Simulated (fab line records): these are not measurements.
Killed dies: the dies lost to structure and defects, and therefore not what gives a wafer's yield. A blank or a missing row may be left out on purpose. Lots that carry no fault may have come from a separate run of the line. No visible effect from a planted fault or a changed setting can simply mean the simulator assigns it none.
A lot that was struck, set against a sound lot ; flow sky130 ; 32 steps out of a route of 708
Sound: wafers L533.3, L533.5, L533.6. Wafers struck: L543.1, L543.4, L543.6. The cause is given at the end.
Order at every step that has rows: each side's tool, ch and its chambers, its first start. Under that, the readings that differ: sound wafers ; struck wafers ; difference of the means ; sigmas: that difference in standard deviations of wafers without a fault.
alike: readings whose means differ by less than 2 such deviations, and words and numbers that are the same on both sides. not compared: withheld readings, readings that some wafer has no value for, bounds like >300 that may hide the same value, and numbers for which the record gives no deviation and whose values overlap.
A row with sigmas, a row that says differs or no value, or rows on one side alone: a step with any of these is where the two part. Numbers that don't overlap but have no deviation are shown without sigmas and don't part them. A reading missing from all wafers of one side parts the sides only when that side holds two or more wafers.

SKY_PWDE_OVL_MEAS_07:
  sound: overlay-02 at day 4 12:29; struck: overlay-01 at day 6 20:20
  alike: PWDE_OVL
then, 1 step without rows for these wafers: SKY_PWDE_IMPLANT_08.
SKY_PWDE_STRIP_09: strips in O2/N2.
  sound on plasma_asher-03 ch 0,1, day 4 12:41; struck on plasma_asher-02 ch 0,1, day 6 20:31
  alike: chamber_pressure_mTorr, drypump_motor_current_A, oes_product_au, strip_time_to_endpoint_s
  not compared: rf_hours_counter_h
SKY_PWDE_TW_MEAS_10:
  sound: film_metro-01 at day 4 12:46; struck: film_metro-01 at day 6 20:37
  alike: PWDE_TW
then, 7 steps without rows for these wafers: SKY_NWELL_DEHYDRATE_03 (time 60 s); SKY_NWELL_HMDS_04 (prime time 60 s); SKY_NWELL_COAT_05 (resist thk 3000 nm); SKY_NWELL_SOFTBAKE_06; SKY_NWELL_EXPOSE_07 (exposes mask NWM, target cd 840 nm); SKY_NWELL_PEB_08; SKY_NWELL_DEVELOP_09 (develop time 60 s).
SKY_NWELL_OVL_MEAS_10:
  sound: overlay-02 at day 5 05:53; struck: overlay-02 at day 7 16:17
  alike: NWELL_00_OVL
SKY_NWELL_IMPLANT_11:
  sound on implanter-02 ch 0, day 5 05:58; struck on implanter-03 ch 0, day 7 16:19
reading;sound;struck;difference;sigmas
beam_energy_keV;400.05 400.01 399.97;477.95 477.95 477.87;+77.91;+99 or more
model.implant.rp_nm (nm);495.1 495.1 495.1;565.6 565.6 565.6;+70.5;
model.implant.drp_nm (nm);116.9 116.9 116.9;127.6 127.6 127.6;+10.7;
  alike: beam_on_s
then, 2 steps without rows for these wafers: SKY_NWELL_IMPLANT_12; SKY_NWELL_IMPLANT_13.
SKY_NWELL_STRIP_14: strips in O2/N2.
  sound on plasma_asher-04 ch 0,1, day 5 06:23; struck on plasma_asher-04 ch 0,1, day 7 16:46
  alike: chamber_pressure_mTorr, drypump_motor_current_A, oes_product_au, strip_time_to_endpoint_s
  not compared: rf_hours_counter_h
SKY_NWELL_TW_MEAS_15:
  sound: film_metro-03 at day 5 06:29; struck: film_metro-02 at day 7 16:52
reading;sound;struck;difference;sigmas
NWELL_TW;1806 1803 1811;1833 1839 1851;+34;+3
then, 7 steps without rows for these wafers: SKY_NWELL_DEHYDRATE_16 (time 60 s); SKY_NWELL_HMDS_17 (prime time 60 s); SKY_NWELL_COAT_18 (resist thk 3000 nm); SKY_NWELL_SOFTBAKE_19; SKY_NWELL_EXPOSE_20 (exposes mask NWM COMPLEMENT, target cd 840 nm); SKY_NWELL_PEB_21; SKY_NWELL_DEVELOP_22 (develop time 60 s).
SKY_NWELL_OVL_MEAS_23:
  sound: overlay-01 at day 6 00:47; struck: overlay-02 at day 8 12:35
  alike: NWELL_01_OVL
then, 1 step without rows for these wafers: SKY_NWELL_IMPLANT_24.
SKY_NWELL_STRIP_25: strips in O2/N2.
  sound on plasma_asher-03 ch 0,1, day 6 01:00; struck on plasma_asher-01 ch 0,1, day 8 12:46
  alike: chamber_pressure_mTorr, drypump_motor_current_A, oes_product_au, strip_time_to_endpoint_s
  not compared: rf_hours_counter_h
SKY_NWELL_TW_MEAS_26:
  sound: film_metro-02 at day 6 01:05; struck: film_metro-01 at day 8 12:52
  alike: NWELL_2_TW
then, 1 step without rows for these wafers: SKY_NWELL_CLEAN_27 (cleans in SC1/SC2, time 150 s).
SKY_NWELL_RTA_28: time 30 s.
  sound on rtp_anneal-02 ch 0, day 6 01:13; struck on rtp_anneal-02 ch 0, day 8 12:59
  alike: lamp_power_pct, ramp_down_c_per_s, wafer_temp_C_max
SKY_NWELL_RS_MEAS_29: uses a four-point probe to measure.
  sound: film_metro-03 at day 6 01:19; struck: film_metro-02 at day 8 13:05
reading;sound;struck;difference;sigmas
NWELL_RS (ohm/sq);627.5 626.1 626.4;600.2 601.0 601.5;-25.8;-14
-- the record jumps here: 41 days lie between the struck wafers' starts before and after (it left off in module NWELL and takes up again in module PAD_OPEN, whose first step shown is number 708 of the route) --
SKY_PAD_OPEN_PROBE_99:
  sound: prober-01 at day 46 19:56; struck: prober-01 at day 49 05:26
reading;sound;struck;difference;sigmas
model.etest.nfet_16v.r_on_ohm_um;1.406e+04 1.397e+04 1.402e+04;1.5e+04 1.503e+04 1.506e+04;+1.0e+03;
model.etest.res_nwell.line_ohm_um;1120 1112 1179;924.5 893.5 915;-226.0;
model.etest.res_nwell.rs_ohm_sq;929.2 937.4 988.5;805.8 768.5 771.5;-169.8;
model.etest.pfet_g5v0d10v5.r_on_ohm_um;4724 4656 4741;4584 4568 4607;-121;
model.etest.tip_p_5v.rs_ohm_sq;2870 2892 2873;2758 2761 2742;-125;
model.etest.pfet_16v.drive_ua_um;251.3 252.1 243.8;254.5 263.5 264.9;+11.9;
model.etest.pfet_g5v0d10v5.drive_ua_um;341.1 350.5 343.4;363.8 366.5 360.9;+18.7;
  alike: killed_at_M0_to_M3, killed_at_M4_up, killed_at_contacts, killed_at_front_end, killed_at_other, killed_dies, killed_open, killed_short
  not compared: model.etest.pfet_16v.r_on_ohm_um

WHERE THEY PART
Earliest at SKY_NWELL_IMPLANT_11; latest, in this record, at SKY_NWELL_RS_MEAS_29. Later steps at which nothing parts them and some readings are alike: SKY_PAD_OPEN_PROBE_99.

WHY: what the simulator had put in
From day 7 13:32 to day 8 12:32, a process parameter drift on implanter-03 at SKY_NWELL_IMPLANT_11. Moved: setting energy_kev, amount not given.
